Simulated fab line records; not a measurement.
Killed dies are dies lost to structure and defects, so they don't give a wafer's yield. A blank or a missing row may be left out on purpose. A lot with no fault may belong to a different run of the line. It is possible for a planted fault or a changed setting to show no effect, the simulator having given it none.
Chamber matching	flow sfq line	SFQ_TRILAYER_I4_DEP_PECVD_099 on pecvd-02: 3 sister chambers
The step deposits SiO2 from SiH4/N2O, time 111.11 s, target thk 500 nm. 3 wafers are shown with their chamber, then 8 later ones without.

WAFERS, EACH WITH ITS CHAMBER
wafer	chamber	heater power w (W)
L788.1	1	83
L788.6	0	80
L794.2	2	102

WAFERS MISSING THEIR CHAMBER
wafer	heater power w (W)
L794.3	102
L794.4	83
L797.1	85
L797.3	81
L797.4	85
L798.3	79
L798.5	94
L798.6	75

EACH ONE'S CHAMBER
wafer	from the rows above	in truth
L794.3	2	2
L794.4	can't be placed: 1 or 0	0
L797.1	can't be placed: 1 or 0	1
L797.3	can't be placed: 0 or 1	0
L797.4	can't be placed: 1 or 0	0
L798.3	can't be placed: 0 or 1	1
L798.5	can't be placed: 2 or 1 or 0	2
L798.6	can't be placed: 0 or 1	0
Correct placement for 1 of the 8. Not placeable from these rows: 7 (in 7, the candidates include the true chamber). Number placed wrongly: 0.
How it was worked out, from the rows above alone: a wafer's distance from a chamber is the root of the sum, over the readings, of the square of ((its reading less the chamber's mean) divided by the reading's scatter). If the next closest chamber is less than 2 further off than the closest, the wafer can't be placed; otherwise it belongs to the closest. Each chamber's mean is taken over the wafers shown for it. The scatter: with one shown wafer a chamber, the root of the mean of the squares of how far each hidden wafer lies from its nearest shown one.
